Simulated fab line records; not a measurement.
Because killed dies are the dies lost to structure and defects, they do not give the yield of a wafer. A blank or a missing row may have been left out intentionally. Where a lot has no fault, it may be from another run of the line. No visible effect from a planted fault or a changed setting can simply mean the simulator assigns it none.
fab line records	flow gf180mcu
[record] lots = 24	wafers = 72	last_day = 36
route steps=602 shown STI@13 DNWELL@41 NWELL@49 LVPWELL@138 CONTACT@310
lots that met no fault: taken from a fault-free run of the same line
start_h: hours from the record's first day to the start of the lot's first wafer shown	wait_h: hours from the lot's prior step to this one	" as in the row above	L1.1+2: one row covering several wafers at once	- no value present, or no start provided	* or withheld: withheld	< > ~ a bound
route shown NAME@n: a module of which the file shows steps, and the number in the route of the first	usual: the fault-free wafers' mean and standard deviation	same: alike in all rows	chamber/n: place in a boat	sites: readings site by site	_std_site: the standard deviation of these	_edge_site: mean of outer sites minus mean of inner sites	radius_mm: how far each site lies from the wafer's centre	mask NAME#n: copy n	behind: the tool/chamber that last shaped the wafer	hold: why the lot was held/for how many hours/how that ended	device: whichever transistor did not switch (one of n, p or np)	end of line: at the end of the route, the tests of the same wafers	a step given without rows: its recipe and nothing more	killed: at the first sort, the dies lost to defects and structure; wafer yield is something else	map: a wafer's dies, x killed, . not, _ none there
set.NAME: the setting as run; set.NAME@STEP: as run at that earlier step	model.NAME: the simulator's own value behind a step, which no gauge read
route steps across a sampled set of lots; one table per step, one row per wafer
services: a tool's chamber out of use, with start hour (start_h, from the record's first day; less than 0 if before it), hours out, and reason
[[steps]]
[step GF_STI_CD_MEAS_12]
[recipe] target_cd_nm = 220
[usual] cd_nm = 219.7/1.1
lot.wafer	tool	chamber	start_h	wait_h	cd_nm
L074.1	cd_sem-02	-	26.93	0.1	219.2
L074.3	"	-	"	"	219.0
L074.4	"	-	"	"	219.4
L075.1	cd_sem-02	-	33.37	0.1	217.2
L075.2	"	-	"	"	217.1
L075.3	"	-	"	"	217.0
L076.1	cd_sem-02	-	38.42	0.1	219.1
L076.2	"	-	"	"	219.7
L076.5	"	-	"	"	220.5
L077.2	cd_sem-02	-	43.04	0.1	219.9
L077.4	"	-	"	"	220.3
L077.5	"	-	"	"	219.9
L078.2	cd_sem-01	-	48.88	0.1	218.9
L078.3	"	-	"	"	220.5
L078.6	"	-	"	"	219.0
L079.2	cd_sem-01	-	54.24	0.1	220.8
L079.4	"	-	"	"	221.2
L079.6	"	-	"	"	220.9
L080.1	cd_sem-01	-	57.87	0.1	222.3
L080.2	"	-	"	"	222.6
L080.5	"	-	"	"	221.0
L081.2	cd_sem-02	-	63.79	0.1	221.7
L081.3	"	-	"	"	220.4
L081.6	"	-	"	"	220.8
L082.1	cd_sem-02	-	70.62	0.1	220.0
L082.2	"	-	"	"	219.3
L082.4	"	-	"	"	218.2
L083.2	cd_sem-01	-	73.70	0.1	218.7
L083.5	"	-	"	"	216.9
L083.6	"	-	"	"	217.9
L084.1	cd_sem-01	-	79.26	0.1	218.7
L084.4	"	-	"	"	219.2
L084.5	"	-	"	"	219.3
L085.3	cd_sem-02	-	85.06	0.1	221.5
L085.4	"	-	"	"	219.8
L085.6	"	-	"	"	220.0
L086.2	cd_sem-01	-	89.79	0.1	220.4
L086.3	"	-	"	"	219.3
L086.6	"	-	"	"	220.5
L087.2	cd_sem-02	-	94.74	0.1	220.0
L087.3	"	-	"	"	219.6
L087.4	"	-	"	"	221.0
L088.1	cd_sem-01	-	100.76	0.1	219.3
L088.2	"	-	"	"	220.6
L088.5	"	-	"	"	220.8
L089.1	cd_sem-01	-	105.22	0.1	220.9
L089.2	"	-	"	"	219.9
L089.4	"	-	"	"	219.6
L090.2	cd_sem-02	-	110.13	0.1	221.1
L090.5	"	-	"	"	219.7
L090.6	"	-	"	"	220.0
L091.1	cd_sem-01	-	115.71	0.1	221.4
L091.2	"	-	"	"	219.3
L091.6	"	-	"	"	218.7
L092.4	cd_sem-01	-	120.43	0.1	218.3
L092.5	"	-	"	"	218.7
L092.6	"	-	"	"	219.6
L093.2	cd_sem-01	-	126.14	0.1	220.1
L093.3	"	-	"	"	219.4
L093.5	"	-	"	"	218.6
L094.2	cd_sem-01	-	131.44	0.1	219.0
L094.4	"	-	"	"	218.7
L094.6	"	-	"	"	219.2
L095.2	cd_sem-01	-	136.24	0.1	218.5
L095.5	"	-	"	"	219.2
L095.6	"	-	"	"	218.1
L096.4	cd_sem-01	-	141.88	0.1	220.0
L096.5	"	-	"	"	219.8
L096.6	"	-	"	"	218.8
L097.3	cd_sem-01	-	146.66	0.1	221.1
L097.4	"	-	"	"	220.9
L097.6	"	-	"	"	220.2
[step GF_STI_THK_MEAS_22]
[recipe] reads = SiO2_of_STI_OXIDATION_21
[usual] STI_OXIDATION_01_THK = 15.2/0.34
lot.wafer	tool	chamber	start_h	wait_h	STI_OXIDATION_01_THK[nm]
L074.1	film_metro-02	-	28.78	0.0	15.5
L074.3	"	-	"	"	15.5
L074.4	"	-	"	"	15.3
L075.1	film_metro-01	-	35.41	0.0	15.1
L075.2	"	-	"	"	15.1
L075.3	"	-	"	"	15.1
L076.1	film_metro-01	-	40.58	0.0	15.5
L076.2	"	-	"	"	15.5
L076.5	"	-	"	"	15.3
L077.2	film_metro-03	-	44.92	0.0	15.0
L077.4	"	-	"	"	15.2
L077.5	"	-	"	"	15.2
L078.2	film_metro-01	-	51.96	0.0	15.8
L078.3	"	-	"	"	15.4
L078.6	"	-	"	"	15.4
L079.2	film_metro-03	-	56.09	0.0	15.3
L079.4	"	-	"	"	15.1
L079.6	"	-	"	"	15.2
L080.1	film_metro-01	-	59.75	0.0	15.4
L080.2	"	-	"	"	15.7
L080.5	"	-	"	"	15.5
L081.2	film_metro-01	-	65.63	0.0	15.5
L081.3	"	-	"	"	15.7
L081.6	"	-	"	"	15.4
L082.1	film_metro-03	-	72.47	0.0	14.6
L082.2	"	-	"	"	14.8
L082.4	"	-	"	"	14.9
L083.2	film_metro-01	-	75.55	0.0	15.3
L083.5	"	-	"	"	15.2
L083.6	"	-	"	"	15.2
L084.1	film_metro-02	-	81.19	0.0	15.5
L084.4	"	-	"	"	15.5
L084.5	"	-	"	"	15.3
L085.3	film_metro-01	-	87.81	0.0	15.6
L085.4	"	-	"	"	15.4
L085.6	"	-	"	"	15.5
L086.2	film_metro-02	-	92.98	0.0	14.5
L086.3	"	-	"	"	14.8
L086.6	"	-	"	"	14.7
L087.2	film_metro-03	-	96.65	0.0	15.1
L087.3	"	-	"	"	15.2
L087.4	"	-	"	"	14.9
L088.1	film_metro-03	-	102.64	0.0	14.9
L088.2	"	-	"	"	14.9
L088.5	"	-	"	"	15.0
L089.1	film_metro-01	-	107.07	0.0	15.5
L089.2	"	-	"	"	15.4
L089.4	"	-	"	"	15.4
L090.2	film_metro-01	-	112.72	0.0	15.5
L090.5	"	-	"	"	15.7
L090.6	"	-	"	"	15.4
L091.1	film_metro-02	-	117.57	0.0	14.6
L091.2	"	-	"	"	14.6
L091.6	"	-	"	"	14.3
L092.4	film_metro-02	-	122.28	0.0	15.5
L092.5	"	-	"	"	15.4
L092.6	"	-	"	"	15.4
L093.2	film_metro-01	-	128.00	0.0	15.3
L093.3	"	-	"	"	15.4
L093.5	"	-	"	"	15.4
L094.2	film_metro-03	-	133.28	0.0	15.4
L094.4	"	-	"	"	15.6
L094.6	"	-	"	"	15.4
L095.2	film_metro-03	-	138.10	0.0	14.8
L095.5	"	-	"	"	14.9
L095.6	"	-	"	"	14.8
L096.4	film_metro-02	-	143.70	0.0	14.7
L096.5	"	-	"	"	14.6
L096.6	"	-	"	"	14.7
L097.3	film_metro-01	-	149.59	0.0	15.0
L097.4	"	-	"	"	15.0
L097.6	"	-	"	"	15.1
[step GF_DNWELL_TW_MEAS_09]
[usual] DNWELL_TW = 1333/11
lot.wafer	tool	chamber	start_h	wait_h	DNWELL_TW
L074.1	film_metro-04	-	45.96	0.1	1305
L074.3	"	-	"	"	1317
L074.4	"	-	"	"	1313
L075.1	film_metro-01	-	54.71	0.1	1342
L075.2	"	-	"	"	1334
L075.3	"	-	"	"	1339
L076.1	film_metro-01	-	57.53	0.1	1335
L076.2	"	-	"	"	1334
L076.5	"	-	"	"	1337
L077.2	film_metro-03	-	63.02	0.1	1333
L077.4	"	-	"	"	1341
L077.5	"	-	"	"	1346
L078.2	film_metro-01	-	70.49	0.1	1335
L078.3	"	-	"	"	1350
L078.6	"	-	"	"	1340
L079.2	film_metro-01	-	74.22	0.1	1342
L079.4	"	-	"	"	1342
L079.6	"	-	"	"	1344
L080.1	film_metro-03	-	79.16	0.1	1342
L080.2	"	-	"	"	1340
L080.5	"	-	"	"	1345
L081.2	film_metro-01	-	84.32	0.1	1351
L081.3	"	-	"	"	1355
L081.6	"	-	"	"	1351
L082.1	film_metro-03	-	91.11	0.1	1330
L082.2	"	-	"	"	1335
L082.4	"	-	"	"	1330
L083.2	film_metro-04	-	94.62	0.1	1320
L083.5	"	-	"	"	1323
L083.6	"	-	"	"	1323
L084.1	film_metro-01	-	99.91	0.1	1345
L084.4	"	-	"	"	1342
L084.5	"	-	"	"	1338
L085.3	film_metro-03	-	107.03	0.1	1337
L085.4	"	-	"	"	1333
L085.6	"	-	"	"	1342
L086.2	film_metro-01	-	112.32	0.1	1349
L086.3	"	-	"	"	1345
L086.6	"	-	"	"	1362
L087.2	film_metro-03	-	116.93	0.1	1335
L087.3	"	-	"	"	1333
L087.4	"	-	"	"	1326
L088.1	film_metro-04	-	123.11	0.1	1331
L088.2	"	-	"	"	1331
L088.5	"	-	"	"	1329
L089.1	film_metro-04	-	127.06	0.1	1328
L089.2	"	-	"	"	1323
L089.4	"	-	"	"	1327
L090.2	film_metro-04	-	133.28	0.1	1335
L090.5	"	-	"	"	1325
L090.6	"	-	"	"	1328
L091.1	film_metro-04	-	138.41	0.1	1317
L091.2	"	-	"	"	1324
L091.6	"	-	"	"	1314
L092.4	film_metro-04	-	143.59	0.1	1323
L092.5	"	-	"	"	1321
L092.6	"	-	"	"	1328
L093.2	film_metro-04	-	148.82	0.1	1316
L093.3	"	-	"	"	1318
L093.5	"	-	"	"	1322
L094.2	film_metro-01	-	154.23	0.1	1341
L094.4	"	-	"	"	1346
L094.6	"	-	"	"	1353
L095.2	film_metro-03	-	159.17	0.1	1335
L095.5	"	-	"	"	1331
L095.6	"	-	"	"	1331
L096.4	film_metro-04	-	165.09	0.1	1323
L096.5	"	-	"	"	1321
L096.6	"	-	"	"	1316
L097.3	film_metro-03	-	170.44	0.1	1339
L097.4	"	-	"	"	1334
L097.6	"	-	"	"	1335
[step GF_NWELL_OVL_MEAS_07]
[usual] NWELL_OVL = -0.5/1.5
lot.wafer	tool	chamber	start_h	wait_h	NWELL_OVL[nm]
L074.1	overlay-01	-	61.27	-	-0.1
L074.3	"	-	"	"	-1.0
L074.4	"	-	"	"	0.9
L075.1	overlay-02	-	69.67	-	-0.3
L075.2	"	-	"	"	1.4
L075.3	"	-	"	"	-0.3
L076.1	overlay-02	-	72.47	-	-3.9
L076.2	"	-	"	"	-2.1
L076.5	"	-	"	"	0.1
L077.2	overlay-01	-	79.13	-	1.1
L077.4	"	-	"	"	0.6
L077.5	"	-	"	"	-0.7
L078.2	overlay-01	-	86.86	-	1.2
L078.3	"	-	"	"	1.2
L078.6	"	-	"	"	-1.1
L079.2	overlay-01	-	90.31	-	-0.4
L079.4	"	-	"	"	-1.9
L079.6	"	-	"	"	-0.5
L080.1	overlay-02	-	95.37	-	-2.9
L080.2	"	-	"	"	-3.7
L080.5	"	-	"	"	-3.8
L081.2	overlay-02	-	100.01	-	-0.1
L081.3	"	-	"	"	-0.9
L081.6	"	-	"	"	-0.4
L082.1	overlay-01	-	107.46	-	-0.3
L082.2	"	-	"	"	-0.4
L082.4	"	-	"	"	-0.4
L083.2	overlay-02	-	111.63	-	0.0
L083.5	"	-	"	"	1.3
L083.6	"	-	"	"	0.0
L084.1	overlay-02	-	117.37	-	0.9
L084.4	"	-	"	"	0.5
L084.5	"	-	"	"	0.0
L085.3	overlay-01	-	124.88	-	-1.9
L085.4	"	-	"	"	-0.1
L085.6	"	-	"	"	0.3
L086.2	overlay-02	-	130.03	-	-3.6
L086.3	"	-	"	"	1.8
L086.6	"	-	"	"	-2.2
L087.2	overlay-01	-	135.53	-	2.9
L087.3	"	-	"	"	1.4
L087.4	"	-	"	"	2.4
L088.1	overlay-02	-	141.72	-	-2.2
L088.2	"	-	"	"	-2.1
L088.5	"	-	"	"	-2.9
L089.1	overlay-01	-	144.77	-	-2.0
L089.2	"	-	"	"	0.9
L089.4	"	-	"	"	-0.6
L090.2	overlay-01	-	151.96	-	-0.4
L090.5	"	-	"	"	0.8
L090.6	"	-	"	"	0.8
L091.1	overlay-02	-	156.52	-	0.9
L091.2	"	-	"	"	-1.0
L091.6	"	-	"	"	-2.9
L092.4	overlay-02	-	161.73	-	1.2
L092.5	"	-	"	"	1.3
L092.6	"	-	"	"	-0.4
L093.2	overlay-01	-	166.27	-	-1.9
L093.3	"	-	"	"	-0.9
L093.5	"	-	"	"	-0.2
L094.2	overlay-02	-	171.96	-	0.3
L094.4	"	-	"	"	-1.1
L094.6	"	-	"	"	0.9
L095.2	overlay-02	-	176.28	-	0.2
L095.5	"	-	"	"	-1.7
L095.6	"	-	"	"	-0.1
L096.4	overlay-01	-	182.79	-	1.2
L096.5	"	-	"	"	2.3
L096.6	"	-	"	"	-0.7
L097.3	overlay-01	-	187.42	-	-0.8
L097.4	"	-	"	"	-0.8
L097.6	"	-	"	"	0.4
[step GF_VT_IMPLANT_RS_MEAS_48]
[recipe] thk_meas_gauge = four-point-probe
[usual] LVPWELL_RS = 1195/3.6
lot.wafer	tool	chamber	start_h	wait_h	LVPWELL_RS[ohm/sq]
L074.1	film_metro-04	-	182.86	0.1	1198
L074.3	"	-	"	"	1200
L074.4	"	-	"	"	1197
L075.1	film_metro-04	-	192.34	0.1	1197
L075.2	"	-	"	"	1197
L075.3	"	-	"	"	1199
L076.1	film_metro-04	-	196.25	0.1	1201
L076.2	"	-	"	"	1202
L076.5	"	-	"	"	1200
L077.2	film_metro-03	-	204.71	0.1	1193
L077.4	"	-	"	"	1191
L077.5	"	-	"	"	1191
L078.2	film_metro-03	-	211.63	0.1	1189
L078.3	"	-	"	"	1189
L078.6	"	-	"	"	1189
L079.2	film_metro-03	-	216.91	0.1	1195
L079.4	"	-	"	"	1197
L079.6	"	-	"	"	1198
L080.1	film_metro-03	-	222.44	0.1	1194
L080.2	"	-	"	"	1192
L080.5	"	-	"	"	1193
L081.2	film_metro-03	-	226.63	0.1	1196
L081.3	"	-	"	"	1193
L081.6	"	-	"	"	1197
L082.1	film_metro-03	-	236.15	0.1	1190
L082.2	"	-	"	"	1188
L082.4	"	-	"	"	1187
L083.2	film_metro-03	-	239.01	0.1	1199
L083.5	"	-	"	"	1197
L083.6	"	-	"	"	1196
L084.1	film_metro-03	-	247.36	0.1	1200
L084.4	"	-	"	"	1200
L084.5	"	-	"	"	1198
L085.3	film_metro-02	-	253.28	0.1	1197
L085.4	"	-	"	"	1197
L085.6	"	-	"	"	1193
L086.2	film_metro-04	-	260.13	0.1	1195
L086.3	"	-	"	"	1197
L086.6	"	-	"	"	1195
L087.2	film_metro-03	-	265.87	0.1	1191
L087.3	"	-	"	"	1192
L087.4	"	-	"	"	1191
L088.1	film_metro-02	-	272.60	0.1	1194
L088.2	"	-	"	"	1194
L088.5	"	-	"	"	1197
L089.1	film_metro-03	-	275.90	0.1	1195
L089.2	"	-	"	"	1194
L089.4	"	-	"	"	1193
L090.2	film_metro-02	-	284.42	0.1	1198
L090.5	"	-	"	"	1194
L090.6	"	-	"	"	1192
L091.1	film_metro-02	-	290.35	0.1	1197
L091.2	"	-	"	"	1199
L091.6	"	-	"	"	1198
L092.4	film_metro-03	-	296.47	0.1	1195
L092.5	"	-	"	"	1194
L092.6	"	-	"	"	1191
L093.2	film_metro-04	-	301.22	0.1	1197
L093.3	"	-	"	"	1197
L093.5	"	-	"	"	1198
L094.2	film_metro-04	-	308.18	0.1	1198
L094.4	"	-	"	"	1201
L094.6	"	-	"	"	1200
L095.2	film_metro-02	-	312.46	0.1	1193
L095.5	"	-	"	"	1200
L095.6	"	-	"	"	1192
L096.4	film_metro-03	-	321.61	0.1	1194
L096.5	"	-	"	"	1193
L096.6	"	-	"	"	1194
L097.3	film_metro-02	-	323.90	0.1	1198
L097.4	"	-	"	"	1195
L097.6	"	-	"	"	1199
[step GF_CONTACT_SPUTTER_23]
[recipe] material = TiN	target_thk_nm = 10	chamber_pressure_pa = 5	power_w = 4000	time_s = 40
[usual] throttle_valve_pct = 29.6/1.2
lot.wafer	tool	chamber	start_h	wait_h	throttle_valve_pct
L074.1	pvd_sputter-02	-	407.68	0.0	27.2
L074.3	"	-	"	"	30.5
L074.4	"	-	"	"	29.6
L075.1	pvd_sputter-03	-	419.88	0.0	29.7
L075.2	"	-	"	"	27.9
L075.3	"	-	"	"	29.7
L076.1	pvd_sputter-02	-	424.18	0.0	27.4
L076.2	"	-	"	"	29.9
L076.5	"	-	"	"	27.4
L077.2	pvd_sputter-04	-	437.83	0.0	32.2
L077.4	"	-	"	"	28.9
L077.5	"	-	"	"	31.0
L078.2	pvd_sputter-02	-	449.69	0.0	30.1
L078.3	"	-	"	"	29.5
L078.6	"	-	"	"	30.3
L079.2	pvd_sputter-04	-	462.35	0.0	31.1
L079.4	"	-	"	"	32.2
L079.6	"	-	"	"	28.8
L080.1	pvd_sputter-02	-	463.79	0.0	30.4
L080.2	"	-	"	"	27.6
L080.5	"	-	"	"	30.4
L081.2	pvd_sputter-02	-	471.08	0.0	27.8
L081.3	"	-	"	"	30.0
L081.6	"	-	"	"	29.8
L082.1	pvd_sputter-04	-	479.69	0.0	28.7
L082.2	"	-	"	"	29.3
L082.4	"	-	"	"	31.0
L083.2	pvd_sputter-03	-	486.05	0.0	29.6
L083.5	"	-	"	"	29.6
L083.6	"	-	"	"	29.6
L084.1	pvd_sputter-04	-	492.58	0.0	29.4
L084.4	"	-	"	"	31.7
L084.5	"	-	"	"	29.4
L085.3	pvd_sputter-03	-	498.69	0.0	29.5
L085.4	"	-	"	"	29.8
L085.6	"	-	"	"	29.4
L086.2	pvd_sputter-03	-	514.70	0.0	29.6
L086.3	"	-	"	"	29.6
L086.6	"	-	"	"	27.8
L087.2	pvd_sputter-02	-	519.43	0.0	27.7
L087.3	"	-	"	"	29.3
L087.4	"	-	"	"	30.3
L088.1	pvd_sputter-02	-	527.18	0.0	27.5
L088.2	"	-	"	"	29.9
L088.5	"	-	"	"	30.5
L089.1	pvd_sputter-03	-	531.00	0.0	29.7
L089.2	"	-	"	"	28.0
L089.4	"	-	"	"	29.6
L090.2	pvd_sputter-02	-	542.08	0.0	30.1
L090.5	"	-	"	"	29.5
L090.6	"	-	"	"	30.1
L091.1	pvd_sputter-04	-	551.99	0.0	28.4
L091.2	"	-	"	"	29.3
L091.6	"	-	"	"	28.9
L092.4	pvd_sputter-02	-	560.05	0.0	29.5
L092.5	"	-	"	"	30.3
L092.6	"	-	"	"	27.5
L093.2	pvd_sputter-04	-	561.35	0.0	29.0
L093.3	"	-	"	"	28.8
L093.5	"	-	"	"	30.9
L094.2	pvd_sputter-03	-	568.52	0.0	29.7
L094.4	"	-	"	"	27.6
L094.6	"	-	"	"	29.6
L095.2	pvd_sputter-04	-	575.84	0.0	31.0
L095.5	"	-	"	"	31.0
L095.6	"	-	"	"	29.5
L096.4	pvd_sputter-03	-	584.48	0.0	28.1
L096.5	"	-	"	"	29.6
L096.6	"	-	"	"	27.9
L097.3	pvd_sputter-04	-	584.49	0.0	29.3
L097.4	"	-	"	"	28.7
L097.6	"	-	"	"	31.0
[[services]]
tool	chamber	start_h	hours	kind
pvd_sputter-04	1	394.10	-	consumable_replace:kit
pvd_sputter-04	1	394.10	18.0	scheduled_down
pvd_sputter-04	1	394.10	18.0	vent_cycle
pvd_sputter-02	-	428.06	11.3	repair
pvd_sputter-02	-	438.24	3.4	repair
pvd_sputter-02	-	440.10	2.0	repair
pvd_sputter-03	-	453.63	18.5	repair
pvd_sputter-02	1	455.98	-	consumable_replace:kit
pvd_sputter-02	1	455.98	18.0	scheduled_down
pvd_sputter-02	1	455.98	18.0	vent_cycle
pvd_sputter-02	-	476.50	1.9	repair
pvd_sputter-03	-	541.39	17.5	repair
pvd_sputter-04	0	542.92	-	consumable_replace:kit
pvd_sputter-04	0	542.92	18.0	scheduled_down
pvd_sputter-04	0	542.92	18.0	vent_cycle
pvd_sputter-04	-	567.00	1.2	repair
[[key]]
fault none
